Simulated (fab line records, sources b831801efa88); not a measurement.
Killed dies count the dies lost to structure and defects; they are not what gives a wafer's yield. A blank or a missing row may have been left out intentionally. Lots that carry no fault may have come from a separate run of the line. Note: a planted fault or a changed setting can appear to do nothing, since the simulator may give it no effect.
fab line records	flow sky130
record lots=5	wafers=15	lastDay=50
route steps=708 shown SONOS_TUNNEL@160 SONOS_ONO@168 GATE_OXIDE@187 POLY_GATE@231 LI_CONTACT@376 PAD_OPEN@708
lots that met no fault: taken from a fault-free run of the same line
startH: hours from the record's opening day to when the first of the lot's shown wafers began	waitH: how many hours have passed since the lot's step before this one	" identical to the entry in the row above	L1.1+2: a single row standing in for several wafers	- value missing, or start not given	* or withheld: withheld	< > ~ a bound
route shown NAME@n: names a module that has steps shown in the file, with the first one's number in the route	usual: mean/standard deviation of fault-free wafers	same: alike in all rows	chamber/n: place in a boat	sites: readings site by site	_std_site: the values' standard deviation	_edge_site: outer sites' mean less inner sites'	radiusMm: how far each site lies from the wafer's centre	mask NAME#n: copy n	behind: the most recent tool/chamber to have shaped the wafer	hold: cause of the lot's hold/its duration in hours/its outcome	device: the transistor (n, p or np) that didn't switch	end of line: the same wafers' tests at the end of the route	where a step has no rows: the recipe by itself	killed: at the first sort, the dies lost to defects and structure; wafer yield is something else	map: dies across one wafer; x = killed, . = not, _ = none there
set.NAME: the setting that was run; set.NAME@STEP: the one run at that earlier step	model.NAME: the simulator's own value behind a step, which no gauge read
lots seen at some steps along the route; tables by step, rows by wafer
services: a tool's chamber out of use, with start hour (startH, from the record's first day; less than 0 if before it), hours out, and reason
## steps
# step SKY_SONOS_TUNNEL_DEVELOP_06
# recipe resist=NOVOLAK	developer=TMAH	developTimeS=60	devTempC=23
# step SKY_SONOS_TUNNEL_IMPLANT_09
# recipe species=B	energyKev=20.14	doseCm2=1e+12	tiltDeg=withheld
# step SKY_SONOS_TUNNEL_WET_ETCH_10
# recipe chemistry=dHF	targetDepthNm=14	target=SiO2	dilution=100:1	tempC=25	timeS=280
# step SKY_SONOS_TUNNEL_STRIP_11
# recipe chemistry=SPM	timeS=600	tempC=130
# step SKY_SONOS_TUNNEL_CLEAN_13
# recipe chemistry=dHF	timeS=20	dilution=100:1	dry=ipaMarangoni
# step SKY_SONOS_ONO_OXIDATION_00
# recipe tempC=800	ambient=O2	idleTempC=700	rampUpCPerMin=10	rampDownCPerMin=3	stabiliseS=600	purgeS=300	targetThkA=26	oxTimeS=1249
# step SKY_SONOS_ONO_CVD_02
# recipe material=Si3N4	precursor=DCS/NH3	targetThkNm=10.5	tempC=770	timeS=180	pressureMtorr=250
# step SKY_SONOS_ONO_CVD_04
# recipe material=SiO2	precursor=SiH4/N2O	targetThkNm=5.7199	tempC=900	pressureMtorr=400
lot.wafer	tool	chamber	startH	waitH	model.SiO2_of_SONOS_ONO_CVD_04.thkNm
L997.1	lpcvd-03	0	355.42	0.1	5.985
L997.2	"	0	"	"	6.002
L997.5	"	0	"	"	5.942
L100.2	lpcvd-03	0	398.21	23.2	5.63
L100.3	"	0	"	"	5.596
L100.6	"	0	"	"	5.642
L106.1	lpcvd-03	1	416.96	0.1	7.456
L106.2	"	1	"	"	7.485
L106.4	"	1	"	"	7.587
L107.1	lpcvd-03	1	425.84	0.1	7.501
L107.2	"	1	"	"	7.595
L107.5	"	1	"	"	7.581
L108.4	lpcvd-03	0	437.88	0.0	7.502
L108.5	"	0	"	"	7.503
L108.6	"	0	"	"	7.522
# step SKY_SONOS_ONO_THK_MEAS_05
# recipe reads=SiO2_of_SONOS_ONO_CVD_04
# usual SONOS_ONO_CVD_04_THK=5.73/0.11
lot.wafer	tool	chamber	startH	waitH	SONOS_ONO_CVD_04_THK[nm]
L997.1	filmMetro-04	-	356.67	0.0	6.00
L997.2	"	-	"	"	6.01
L997.5	"	-	"	"	5.95
L100.2	filmMetro-02	-	399.47	0.0	5.60
L100.3	"	-	"	"	5.51
L100.6	"	-	"	"	5.57
L106.1	filmMetro-04	-	418.21	0.0	7.45
L106.2	"	-	"	"	7.46
L106.4	"	-	"	"	7.59
L107.1	filmMetro-04	-	427.09	0.0	7.54
L107.2	"	-	"	"	7.59
L107.5	"	-	"	"	7.61
L108.4	filmMetro-04	-	439.79	0.0	7.50
L108.5	"	-	"	"	7.50
L108.6	"	-	"	"	7.53
# step SKY_SONOS_ONO_DEHYDRATE_06
# recipe tempC=200	timeS=60
# step SKY_SONOS_ONO_HMDS_07
# recipe primeTimeS=60	primeTempC=120
# step SKY_SONOS_ONO_COAT_08
# recipe resist=NOVOLAK	spinRpm=3000	resistThkNm=1140
# step SKY_SONOS_ONO_SOFTBAKE_09
# recipe tempC=90	timeS=60	resist=NOVOLAK
# step SKY_SONOS_ONO_EXPOSE_10
# recipe maskId=ONOM	targetCdNm=410	na=0.6	sourceShape=conventional	sigmaOuter=0.6	doseMj=150
# step SKY_SONOS_ONO_PEB_11
# recipe tempC=withheld	timeS=*	resist=NOVOLAK
# step SKY_SONOS_ONO_DEVELOP_12
# recipe developTimeS=60	devTempC=23
# step SKY_SONOS_ONO_ETCH_15
# recipe targetDepthNm=19.52	chemistry=CHF3/O2	sourceW=600	biasW=200	pressureMtorr=40	chf3FlowSccm=50	O2_flow_sccm=5	timeS=7.8
# step SKY_SONOS_ONO_WET_ETCH_16
# recipe chemistry=dHF	targetDepthNm=14	dry=n2Spin	target=SiO2	dilution=100:1	tempC=25	timeS=280
# step SKY_SONOS_ONO_STRIP_17
# recipe chemistry=O2/N2	powerW=1400	pressureMtorr=1500	platenTempC=withheld	o2FlowSccm=3000	n2FlowSccm=300	overashFraction=0.5
# step SKY_SONOS_ONO_WET_ETCH_18
# recipe chemistry=H3PO4	targetDepthNm=15	target=Si3N4	tempC=160	timeS=172
# step SKY_GATE_OXIDE_CLEAN_00
# recipe chemistry=SC1/SC2	mix=1:4:20	tempC=70	timeS=150	dry=n2Spin
# step SKY_GATE_OXIDE_OXIDATION_01
# recipe tempC=900	ambient=O2	stabiliseS=600	purgeS=300	targetThkA=102.68	oxTimeS=1473
# step SKY_GATE_OXIDE_DEHYDRATE_03
# recipe tempC=200	timeS=60
# step SKY_GATE_OXIDE_HMDS_04
# recipe primeTimeS=60	primeTempC=120
# step SKY_GATE_OXIDE_COAT_05
# recipe resist=NOVOLAK	spinRpm=3000	resistThkNm=1140
# step SKY_GATE_OXIDE_SOFTBAKE_06
# recipe tempC=90	timeS=60	resist=NOVOLAK
# step SKY_GATE_OXIDE_EXPOSE_07
# recipe maskId=LVOM	na=0.6	sourceShape=conventional	sigmaOuter=0.6	polarization=unpolarized	targetCdNm=600	doseMj=170
# step SKY_GATE_OXIDE_PEB_08
# recipe tempC=withheld	timeS=*	resist=NOVOLAK
# step SKY_GATE_OXIDE_DEVELOP_09
# recipe resist=NOVOLAK	developer=TMAH	developTimeS=62.48	devTempC=23
# step SKY_GATE_OXIDE_IMPLANT_11
# recipe species=B	energyKev=10	doseCm2=2.6e+12	tiltDeg=withheld
# step SKY_GATE_OXIDE_WET_ETCH_12
# recipe chemistry=dHF	targetDepthNm=16.8	dry=n2Spin	target=SiO2	dilution=100:1	tempC=25	timeS=336
# step SKY_GATE_OXIDE_STRIP_13
# recipe chemistry=O2/N2	powerW=1400	pressureMtorr=1500	platenTempC=withheld	o2FlowSccm=3000	n2FlowSccm=300	overashFraction=0.5
# step SKY_POLY_GATE_ETCH_17
# recipe targetDepthNm=180	stopOn=SiO2	overEtchFrac=0.5925	chemistry=HBr/Cl2	target=poly-Si	icpW=400	biasW=100	pressureMtorr=10	HBr_flow_sccm=150	Cl2_flow_sccm=50	timeS=70.5
# usual biasW=99.99/0.3	drypumpMotorCurrentA=5.6/0.36	mfcCl2Sccm=49.99/0.15	oesProductAu=0.976/0.0074	throttleValvePct=33.684/0.0077
lot.wafer	tool	chamber	startH	waitH	biasW	drypumpMotorCurrentA	mfcCl2Sccm	oesProductAu	rfHoursCounterH	throttleValvePct	model.SiO2_of_SONOS_ONO_CVD_04.thkNm
L997.1	rieSi-02	3	484.38	0.0	100.51	5.9	49.95	0.972	0	33.684	4.441
L997.2	"	0	"	"	99.64	5.4	50.11	0.978	1	33.680	4.462
L997.5	"	2	"	"	99.63	6.3	49.79	0.984	-	33.683	4.397
L100.2	rieSi-02	3	531.60	0.0	100.34	5.9	49.93	0.971	1	33.690	4.063
L100.3	"	0	"	"	100.08	5.4	50.11	0.968	1	33.705	4.075
L100.6	"	0	"	"	99.76	5.4	49.97	0.966	-	33.697	4.097
L106.1	rieSi-01	1	545.91	0.0	100.40	5.2	50.10	0.984	21	33.683	5.902
L106.2	"	0	"	"	100.03	5.5	50.08	0.987	2	33.691	5.922
L106.4	"	3	"	"	100.10	5.2	49.82	0.991	5	33.689	6.028
L107.1	rieSi-02	2	554.68	0.0	99.67	6.3	50.05	0.981	1	33.676	5.93
L107.2	"	1	"	"	99.84	5.8	49.89	0.970	2	33.678	6.055
L107.5	"	2	"	"	100.01	6.3	50.01	0.975	-	33.672	6.013
L108.4	rieSi-01	3	568.94	0.0	99.86	5.2	49.95	0.983	5	33.685	5.96
L108.5	"	0	"	"	100.16	5.5	50.07	0.988	-	33.676	5.954
L108.6	"	3	"	"	99.96	5.1	50.12	0.977	-	33.680	5.974
# step SKY_LI_CONTACT_ETCH_14
# recipe chemistry=N2/H2	target=BARC	ionEnergyEv=200	sourceW=500	biasW=100	pressureMtorr=30	n2FlowSccm=100	h2FlowSccm=200	stopOn=SiO2	timeS=45.9	targetDepthA=600
# usual biasW=100.0/0.32	drypumpMotorCurrentA=5.7/0.41	oesProductAu=0.854/0.0042	throttleValvePct=13.224/0.0098
lot.wafer	tool	chamber	startH	waitH	biasW	drypumpMotorCurrentA	oesProductAu	rfHoursCounterH	throttleValvePct	model.LI_CONTACT.cdNm
L997.1	rieDiel-02	1	780.70	0.0	100.5	5.4	0.859	11	13.239	169.3
L997.2	"	2	"	"	99.9	6.3	0.853	6	13.243	168.6
L997.5	"	2	"	"	100.0	6.3	0.849	-	13.219	169.4
L100.2	rieDiel-04	1	821.75	0.0	100.0	5.7	0.859	12	13.209	166.6
L100.3	"	3	"	"	100.4	5.0	0.858	10	13.222	167.5
L100.6	"	2	"	"	100.0	5.3	0.855	-	13.225	168.7
L106.1	rieDiel-01	1	834.05	0.0	99.8	5.8	0.852	10	13.209	173.5
L106.2	"	0	"	"	100.0	5.5	0.854	9	13.222	171.8
L106.4	"	3	"	"	99.6	5.3	0.847	11	13.217	174.1
L107.1	rieDiel-01	0	839.35	0.0	100.2	5.5	0.854	9	13.221	177.1
L107.2	"	2	"	"	100.0	6.3	0.856	18	13.204	176.1
L107.5	"	1	"	"	100.2	5.7	0.848	-	13.225	177.7
L108.4	rieDiel-02	3	853.85	0.0	99.9	6.0	0.853	-	13.218	167.5
L108.5	"	0	"	"	100.6	5.9	0.855	-	13.237	169.8
L108.6	"	2	"	"	99.5	6.3	0.856	-	13.226	167.9
# step SKY_LI_CONTACT_ETCH_15
# recipe target=PSG	chemistry=C4F8/O2/Ar	stopOn=Si	taperDeg=4.15	maskMaterial=KrF-thick	sourceW=1500	biasW=1200	pressureMtorr=40	c4f8FlowSccm=withheld	O2_flow_sccm=6	Ar_flow_sccm=300	timeS=withheld	targetDepthA=6000
# usual biasW=1199/3.9	oesProductAu=0.837/0.0045
lot.wafer	tool	chamber	startH	waitH	biasW	oesProductAu	model.LI_CONTACT.cdNm
L997.1	rieDiel-02	1	780.74	0.0	1201	0.837	170.1
L997.2	"	2	"	"	1193	0.828	169.6
L997.5	"	2	"	"	1197	0.843	170.1
L100.2	rieDiel-04	1	821.79	0.0	1199	0.836	166
L100.3	"	3	"	"	1196	0.822	166
L100.6	"	2	"	"	1196	0.832	168.5
L106.1	rieDiel-01	1	834.09	0.0	1202	0.835	174.4
L106.2	"	0	"	"	1200	0.840	170.9
L106.4	"	3	"	"	1193	0.839	174.9
L107.1	rieDiel-01	0	839.39	0.0	1198	0.839	176.3
L107.2	"	2	"	"	1203	0.835	176.3
L107.5	"	1	"	"	1197	0.838	178.1
L108.4	rieDiel-02	3	853.92	0.0	1193	0.838	166.9
L108.5	"	0	"	"	1200	0.841	170.1
L108.6	"	2	"	"	1202	0.838	168.5
# step SKY_PAD_OPEN_PROBE_99
# usual killed_at_M0_to_M3=43/7.7	killed_at_M4_up=3.4/1.9	killedAtContacts=25/5.6	killedAtFrontEnd=14/4.3	killedAtOther=0.2/0.5	killedDies=86/10	killedOpen=47/7.2	killedShort=39/6.7
# same grossDies=492	killedAtBackSide=0
lot.wafer	tool	chamber	startH	waitH	killed_at_M0_to_M3	killed_at_M4_up	killedAtContacts	killedAtFrontEnd	killedAtOther	killedDies	killedOpen	killedShort	model.etest.sonosErased.driveUaUm	model.etest.sonosUncharged.rOnOhmUm	model.etest.sonosProgrammed.offLog10AUm	model.etest.capOno.gateBvV	model.etest.capOno.toxAccNm	model.etest.sonosProgrammed.vtV	model.etest.sonosErased.vtV	model.etest.capOno.underFloor
L997.1	prober-01	-	1153.21	0.1	34	6	27	9	0	76	43	33	210.3	798.8	-13.93	16.48	12.95	1.393	-2.311	0
L997.2	prober-01	-	1153.26	0.1	54	7	12	11	0	84	47	37	202.7	797.7	-14.14	16.78	13.03	1.374	-2.318	0
L997.5	prober-01	-	1153.41	0.2	37	3	22	11	0	73	40	33	209.7	807.4	-13.96	16.65	12.94	1.377	-2.313	0
L100.2	prober-02	-	1178.34	0.1	40	2	25	13	0	80	41	39	193	826.7	-14.03	15.75	13.02	1.369	-2.238	0
L100.3	prober-02	-	1178.39	0.2	41	5	31	11	1	89	44	45	181.2	818.8	-14.01	16.11	12.97	1.465	-2.261	0
L100.6	prober-02	-	1178.54	0.2	43	6	31	10	0	90	44	46	140.8	793.8	-13.89	16.49	13	1.384	-2.204	0
L106.1	prober-02	-	1189.35	0.1	50	5	28	12	0	95	47	48	78.21	871.8	-8.26	18.7	14.66	0.3874	-1.245	1
L106.2	prober-02	-	1189.40	0.1	45	2	29	11	0	87	46	41	72	873.1	-6.673	18.41	14.82	0.2419	-1.155	1
L106.4	prober-02	-	1189.50	0.2	48	5	26	8	1	88	46	42	66.19	868	-6.628	18.6	14.78	0.2408	-1.175	1
L107.1	prober-01	-	1191.57	0.1	31	7	23	16	1	78	42	36	69.63	861.2	-7.36	18.72	14.83	0.2943	-1.085	1
L107.2	prober-01	-	1191.62	0.1	38	3	32	18	1	92	48	44	68.16	863.6	-6.559	18.48	14.86	0.2265	-1.018	1
L107.5	prober-01	-	1191.77	0.2	44	4	20	12	1	81	41	40	67.4	869.5	-7.579	18.81	14.82	0.3266	-1.083	1
L108.4	prober-02	-	1200.56	0.2	49	4	23	12	0	88	47	41	87.61	870.4	-8.867	18.23	14.59	0.4396	-1.27	1
L108.5	prober-02	-	1200.61	0.2	47	6	17	19	0	89	46	43	77.12	866.6	-7.92	18.44	14.63	0.3801	-1.245	1
L108.6	prober-02	-	1200.66	0.2	44	4	16	11	0	75	43	32	83.17	875.9	-8.698	18.28	14.63	0.435	-1.237	1
# killed by level:class
L997.1 VIA1:geometricParticle:open=12 LI_CONTACT:geometricParticle:open=11 CONTACT:geometricParticle:open=6 LOCAL_INTERCONNECT:geometricParticle:short=5 VIA2:geometricParticle:open=5 METAL4:geometricParticle:short=5 CONTACT:geometricParticle:short=4 VIA1:geometricParticle:short=4
L997.2 VIA2:geometricParticle:open=12 VIA1:geometricParticle:open=9 METAL1:geometricParticle:short=8 VIA3:geometricParticle:open=8 METAL4:geometricParticle:short=5 CONTACT:geometricParticle:open=4 VIA2:geometricParticle:short=4 VIA3:geometricParticle:short=4
L997.5 VIA1:geometricParticle:open=9 CONTACT:geometricParticle:open=8 LI_CONTACT:geometricParticle:open=7 VIA1:geometricParticle:short=5 METAL2:geometricParticle:short=5 VIA2:geometricParticle:open=5 POLY_GATE:geometricParticle:short=4 METAL1:geometricParticle:short=4
L100.2 CONTACT:geometricParticle:open=11 VIA1:geometricParticle:open=11 METAL1:geometricParticle:short=6 METAL2:geometricParticle:short=6 POLY_GATE:geometricParticle:open=5 LI_CONTACT:geometricParticle:open=5 FIELD_ISO:geometricParticle:short=4 CONTACT:geometricParticle:short=4
L100.3 LI_CONTACT:geometricParticle:open=10 METAL1:geometricParticle:short=9 CONTACT:geometricParticle:open=9 VIA1:geometricParticle:open=7 LOCAL_INTERCONNECT:geometricParticle:short=5 VIA3:geometricParticle:open=5 VIA1:geometricParticle:short=4 METAL2:geometricParticle:short=4
L100.6 CONTACT:geometricParticle:open=11 VIA1:geometricParticle:open=10 CONTACT:geometricParticle:short=8 VIA2:geometricParticle:open=7 LI_CONTACT:geometricParticle:open=6 VIA1:geometricParticle:short=6 METAL2:geometricParticle:short=6 METAL4:geometricParticle:short=5
L106.1 VIA1:geometricParticle:open=12 CONTACT:geometricParticle:open=12 CONTACT:geometricParticle:short=9 VIA1:geometricParticle:short=8 VIA2:geometricParticle:short=8 METAL2:geometricParticle:short=6 FIELD_ISO:geometricParticle:open=5 VIA2:geometricParticle:open=4
L106.2 VIA1:geometricParticle:open=11 CONTACT:geometricParticle:open=10 LI_CONTACT:geometricParticle:open=8 VIA2:geometricParticle:open=7 METAL2:geometricParticle:short=6 VIA2:geometricParticle:short=6 LOCAL_INTERCONNECT:geometricParticle:short=5 METAL1:geometricParticle:short=5
L106.4 VIA1:geometricParticle:open=10 CONTACT:geometricParticle:open=9 CONTACT:geometricParticle:short=8 VIA2:geometricParticle:open=8 VIA3:geometricParticle:open=7 VIA1:geometricParticle:short=5 VIA2:geometricParticle:short=4 FIELD_ISO:geometricParticle:open=3
L107.1 CONTACT:geometricParticle:open=8 VIA1:geometricParticle:open=8 VIA2:geometricParticle:open=8 FIELD_ISO:geometricParticle:open=4 FIELD_ISO:geometricParticle:short=4 POLY_GATE:geometricParticle:short=4 POLY_GATE:geometricParticle:open=4 LI_CONTACT:geometricParticle:short=4
L107.2 CONTACT:geometricParticle:open=16 VIA1:geometricParticle:open=8 METAL1:geometricParticle:short=6 VIA2:geometricParticle:short=6 VIA2:geometricParticle:open=6 FIELD_ISO:geometricParticle:open=5 LOCAL_INTERCONNECT:geometricParticle:short=5 POLY_GATE:geometricParticle:open=4
L107.5 CONTACT:geometricParticle:open=8 VIA2:geometricParticle:open=8 VIA3:geometricParticle:open=8 CONTACT:geometricParticle:short=6 METAL2:geometricParticle:short=6 VIA1:geometricParticle:open=5 FIELD_ISO:geometricParticle:short=4 FIELD_ISO:geometricParticle:open=4
L108.4 CONTACT:geometricParticle:open=10 VIA1:geometricParticle:open=9 METAL1:geometricParticle:short=8 METAL2:geometricParticle:short=7 VIA3:geometricParticle:open=7 VIA2:geometricParticle:open=6 CONTACT:geometricParticle:short=5 SPACER:geometricParticle:open=4
L108.5 METAL2:geometricParticle:short=12 VIA1:geometricParticle:open=9 METAL1:geometricParticle:short=8 VIA3:geometricParticle:open=7 CONTACT:geometricParticle:open=6 FIELD_ISO:geometricParticle:open=5 FIELD_ISO:geometricParticle:short=4 POLY_GATE:geometricParticle:open=4
L108.6 VIA2:geometricParticle:open=11 FIELD_ISO:geometricParticle:open=5 CONTACT:geometricParticle:open=5 VIA1:geometricParticle:open=5 METAL2:geometricParticle:short=5 METAL3:geometricParticle:short=5 LI_CONTACT:geometricParticle:open=4 VIA3:geometricParticle:open=4
## services
tool	chamber	startH	hours	kind
rieSi-02	-	347.56	0.4	repair
lpcvd-03	-	370.11	28.1	pm
rieDiel-02	3	420.57	4.5	repair
lpcvd-03	-	484.63	1.6	repair
rieDiel-02	1	504.73	3.5	repair
rieSi-02	0	510.25	4.4	repair
rieDiel-02	2	513.66	10.8	repair
rieSi-02	1	522.54	6.7	repair
rieDiel-01	2	579.01	5.2	repair
rieSi-02	0	604.80	2.2	repair
rieSi-02	2	612.06	9.3	repair
rieSi-02	3	627.02	1.7	repair
rieDiel-02	1	636.88	1.5	repair
rieDiel-02	-	665.87	2.8	pm
rieDiel-01	-	678.21	0.6	repair
rieSi-02	3	688.82	11.4	repair
rieDiel-02	0	690.19	9.3	repair
rieDiel-02	2	695.12	6.3	repair
rieDiel-02	1	706.11	7.7	repair
rieDiel-02	1	743.77	8.0	repair
rieDiel-02	-	776.58	2.3	repair
rieDiel-02	3	779.52	8.4	repair
rieDiel-01	1	805.35	5.7	repair
rieDiel-02	1	824.95	49.5	repair
## key
firstSign step=SKY_SONOS_ONO_THK_MEAS_05	reading=SONOS_ONO_CVD_04_THK	direction=up	sigmas=17	usual=5.73	struck=7.53
effect none on later readings
modelEffect step=SKY_SONOS_ONO_CVD_04	value=SiO2_of_SONOS_ONO_CVD_04.thkNm	without=5.695	struck=7.526
modelEffect step=SKY_POLY_GATE_ETCH_17	value=SiO2_of_SONOS_ONO_CVD_04.thkNm	without=4.14	struck=5.971
modelEffect step=SKY_LI_CONTACT_ETCH_14	value=LI_CONTACT.cdNm	without=170.7	struck=172.8
modelEffect step=SKY_LI_CONTACT_ETCH_15	value=LI_CONTACT.cdNm	without=170.8	struck=172.9
modelEffect step=SKY_PAD_OPEN_PROBE_99	value=etest.sonosErased.driveUaUm	without=183.5	struck=74.39
metAt SKY_SONOS_ONO_CVD_04
struckWafers L106.1,L106.2,L106.4,L107.1,L107.2,L107.5,L108.4,L108.5,L108.6
testerLeftOut L106,L107,L108
loopTrim step=SKY_LI_CONTACT_EXPOSE_09	setting=dose	lots=L106,L107
onsetBetween 398.21 416.96
alsoFits time
fault kind=processParameterDrift	tool=lpcvd-03	chamber=-	onsetH=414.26	steps=SKY_SONOS_ONO_CVD_04	channel=targetThkNm	offset=1.8307	shape=step	endH=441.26	stated=5.7199
# testerLeftOut: of these lots the tester's yield and bins aren't shown, on N5 and GAA mostly nor the transistor test; their killed dies are dies lost to structure and defects alone, not to doping, threshold or leakage, so they don't give the yield
# loopTrim: a control loop set the setting to another value than it would have without faults
